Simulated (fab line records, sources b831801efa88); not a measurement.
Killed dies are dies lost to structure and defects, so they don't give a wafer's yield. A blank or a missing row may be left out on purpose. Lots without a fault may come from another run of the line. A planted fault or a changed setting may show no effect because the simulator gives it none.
Which tool did it? | flow sky130 | 14 lots, 42 wafers sampled, at 4 steps of a route of 708

WHAT THE GAUGES READ, wafer by wafer
SKY_VT_ADJUST_HVTR_TW_MEAS_11. Usual: VT_ADJUST_HVTR_TW 213.3, standard deviation 1.5.
lot  | measured     | on            | VT_ADJUST_HVTR_TW | flag
L625 | day 9 12:16  | film_metro-01 | 214.5 214.9 214.9 |
L626 | day 9 13:56  | film_metro-03 | 211.5 211.9 211.7 |
L632 | day 11 10:58 | film_metro-01 | 211.5 214.2 213.1 |
L633 | day 12 02:04 | film_metro-02 | 212.4 214.7 214.2 |
L634 | day 12 04:03 | film_metro-03 | 211.0 211.8 212.3 |
L635 | day 12 07:07 | film_metro-02 | 213.9 214.8 213.9 |
L636 | day 12 08:53 | film_metro-02 | 213.5 213.8 213.2 |
L637 | day 13 04:00 | film_metro-01 | 214.3 214.9 214.2 |
L643 | day 14 14:33 | film_metro-03 | 211.2 212.6 211.6 |
L644 | day 15 03:56 | film_metro-01 | 214.6 212.8 212.6 |
L645 | day 15 08:30 | film_metro-03 | 211.6 211.2 210.7 |
L646 | day 15 16:23 | film_metro-02 | 214.0 215.0 215.0 |
L647 | day 15 18:05 | film_metro-01 | 214.2 212.3 213.6 |
L648 | day 16 05:50 | film_metro-01 | 213.6 214.7 213.4 |

WHICH TOOL RAN EACH LOT (tool, then ch and the chambers of the sampled wafers, then the start)
lot  | SKY_FIELD_ISO_ETCH_14             | SKY_FIELD_ISO_ETCH_17           | SKY_VT_ADJUST_HVTP_EXPOSE_04
L625 | rie_diel-01 ch 0,2, day 2 05:42   | rie_si-02 ch 0,1, day 2 05:54   | iline_stepper-02 ch 0, day 5 18:14
L626 | rie_diel-02 ch 1,3, day 2 09:45   | rie_si-01 ch 0,2,3, day 2 09:57 | iline_stepper-02 ch 0, day 5 21:39
L632 | rie_diel-01 ch 0,2,3, day 3 17:35 | rie_si-02 ch 0,1, day 3 17:47   | iline_stepper-01 ch 0, day 7 13:26
L633 | rie_diel-04 ch 2,3, day 3 23:42   | rie_si-01 ch 0,1,2, day 3 23:54 | iline_stepper-02 ch 0, day 7 22:30
L634 | rie_diel-02 ch 1,2,3, day 4 03:54 | rie_si-02 ch 0,3, day 4 04:06   | iline_stepper-02 ch 0, day 8 03:23
L635 | rie_diel-01 ch 1,2, day 4 08:24   | rie_si-01 ch 1,3, day 4 08:36   | iline_stepper-01 ch 0, day 8 05:55
L636 | rie_diel-02 ch 0,1,3, day 4 13:29 | rie_si-02 ch 1,2, day 4 13:41   | iline_stepper-02 ch 0, day 8 10:58
L637 | rie_diel-02 ch 0,1,2, day 4 19:51 | rie_si-01 ch 1,2, day 4 20:03   | iline_stepper-01 ch 0, day 8 23:17
L643 | rie_diel-01 ch 0,1,3, day 6 02:02 | rie_si-01 ch 2,3, day 6 02:14   | iline_stepper-02, day 10 04:00
L644 | rie_diel-02 ch 1,2, day 6 08:56   | rie_si-02 ch 0,2,3, day 6 09:08 | iline_stepper-02, day 10 14:11
L645 | rie_diel-04 ch 0,1,2, day 6 13:03 | rie_si-01 ch 1,2,3, day 6 13:15 | iline_stepper-01 ch 0, day 10 18:16
L646 | rie_diel-02 ch 0,1,2, day 6 18:53 | rie_si-02 ch 2,3, day 6 19:05   | iline_stepper-02 ch 0, day 11 00:46
L647 | rie_diel-02 ch 0,1,3, day 6 23:06 | rie_si-01 ch 1,2,3, day 6 23:18 | iline_stepper-02 ch 0, day 11 01:32
L648 | rie_diel-02 ch 0,1, day 7 03:39   | rie_si-02 ch 0,3, day 7 03:51   | iline_stepper-02 ch 0, day 11 11:11
- SKY_FIELD_ISO_ETCH_14: etches BARC in N2/H2, stops on SiO2, time 45.9 s, target depth 60 nm.
- SKY_FIELD_ISO_ETCH_17: etches Si in HBr/Cl2/O2, target depth 342 nm, time 97.7 s.
- SKY_VT_ADJUST_HVTP_EXPOSE_04: exposes mask HVTPM, target cd 380 nm.

WHAT THE TOOLS THEMSELVES READ (means of the sampled wafers that have a number; where no wafer has one, the mark that the record gives instead)
SKY_FIELD_ISO_ETCH_14. Usual: drypump_motor_current_A 5.6 A, standard deviation 0.35; n2_flow_sccm 100.0 sccm, standard deviation 0.3; oes_product_au 0.854 a.u., standard deviation 0.0046; throttle_valve_pct 13.224 %, standard deviation 0.0074.
lot  | tool        | drypump_motor_current_A (A) | n2_flow_sccm (sccm) | oes_product_au (a.u.) | throttle_valve_pct (%) | flag
L625 | rie_diel-01 | 5.6                         | 100.1               | 0.850                 | 13.229                 |
L626 | rie_diel-02 | 5.9                         | 100.2               | 0.855                 | 13.222                 |
L632 | rie_diel-01 | 5.4                         | 100.0               | 0.853                 | 13.228                 |
L633 | rie_diel-04 | 5.6                         | 99.7                | 0.857                 | 13.229                 |
L634 | rie_diel-02 | 5.8                         | 100.1               | 0.856                 | 13.222                 |
L635 | rie_diel-01 | 5.4                         | 99.5                | 0.849                 | 13.224                 |
L636 | rie_diel-02 | 5.7                         | 100.1               | 0.851                 | 13.220                 |
L637 | rie_diel-02 | 5.7                         | 99.9                | 0.854                 | 13.216                 |
L643 | rie_diel-01 | 5.8                         | 99.9                | 0.858                 | 13.221                 |
L644 | rie_diel-02 | 5.8                         | 100.0               | 0.854                 | 13.218                 |
L645 | rie_diel-04 | 5.6                         | 99.9                | 0.859                 | 13.224                 |
L646 | rie_diel-02 | 5.7                         | 100.2               | 0.851                 | 13.224                 |
L647 | rie_diel-02 | 5.7                         | 100.2               | 0.853                 | 13.218                 |
L648 | rie_diel-02 | 5.6                         | 100.1               | 0.853                 | 13.220                 |

SKY_FIELD_ISO_ETCH_17. Usual: drypump_motor_current_A 6.0 A, standard deviation 0.53; oes_product_au 0.995 a.u., standard deviation 0.019; throttle_valve_pct 25.662 %, standard deviation 0.016.
lot  | tool      | drypump_motor_current_A (A) | oes_product_au (a.u.) | throttle_valve_pct (%) | flag
L625 | rie_si-02 | 6.3                         | 0.976                 | 25.676                 |
L626 | rie_si-01 | 5.9                         | 1.007                 | 25.650                 |
L632 | rie_si-02 | 6.3                         | 0.988                 | 25.662                 |
L633 | rie_si-01 | 6.3                         | 0.998                 | 25.657                 |
L634 | rie_si-02 | 6.1                         | 0.967                 | 25.680                 |
L635 | rie_si-01 | 6.3                         | 1.001                 | 25.666                 |
L636 | rie_si-02 | 5.8                         | 1.006                 | 25.660                 |
L637 | rie_si-01 | 5.8                         | 0.988                 | 25.676                 |
L643 | rie_si-01 | 5.5                         | 1.003                 | 25.656                 |
L644 | rie_si-02 | 5.8                         | 0.982                 | 25.665                 |
L645 | rie_si-01 | 5.9                         | 0.994                 | 25.655                 |
L646 | rie_si-02 | 5.4                         | 0.998                 | 25.661                 |
L647 | rie_si-01 | 5.9                         | 1.000                 | 25.660                 |
L648 | rie_si-02 | 5.8                         | 0.983                 | 25.669                 |

SKY_VT_ADJUST_HVTP_EXPOSE_04. Usual: exposure_dose_mJ_cm2 139.98, standard deviation 0.13; focus_offset_nm -0.1 nm, standard deviation 0.56.
lot  | tool             | exposure_dose_mJ_cm2 | focus_offset_nm (nm) | flag
L625 | iline_stepper-02 | 139.96               | -0.1                 |
L626 | iline_stepper-02 | 139.96               | 0.3                  |
L632 | iline_stepper-01 | 139.95               | -0.2                 |
L633 | iline_stepper-02 | 139.97               | -0.9                 |
L634 | iline_stepper-02 | 139.99               | 0.3                  |
L635 | iline_stepper-01 | 139.90               | -0.1                 |
L636 | iline_stepper-02 | 139.88               | -0.2                 |
L637 | iline_stepper-01 | 140.07               | -0.2                 |
L643 | iline_stepper-02 | -                    | -                    | OFF
L644 | iline_stepper-02 | -                    | -                    | OFF
L645 | iline_stepper-01 | 140.10               | 0.2                  |
L646 | iline_stepper-02 | 139.94               | 0.8                  |
L647 | iline_stepper-02 | 139.68               | -0.6                 |
L648 | iline_stepper-02 | 140.00               | 0.1                  |

THE ANSWER, worked out from the rows above alone
Rule: a lot is off if the mean of its wafers that have a number lies more than 3 standard deviations from the usual mean. A lot without any number at a reading at which 4 lots or more have one is off too. The other lots that the step has rows for count as sound. The gauges are gone through in route order, then the tools' own readings, and for those a lot's mean is taken as printed above. The first step at which some lot is off is used, and at that step the reading that is off furthest; a lot without a number counts as furthest.
Off: L643, L644, at SKY_VT_ADJUST_HVTP_EXPOSE_04 (exposure_dose_mJ_cm2). Without a number there: L643, L644.
A tool fits if, at that step or a process step before it, it ran every lot that is off, and no sound lot after the first of them. None of those tried fits.

WHAT THE SIMULATOR HAD PUT IN
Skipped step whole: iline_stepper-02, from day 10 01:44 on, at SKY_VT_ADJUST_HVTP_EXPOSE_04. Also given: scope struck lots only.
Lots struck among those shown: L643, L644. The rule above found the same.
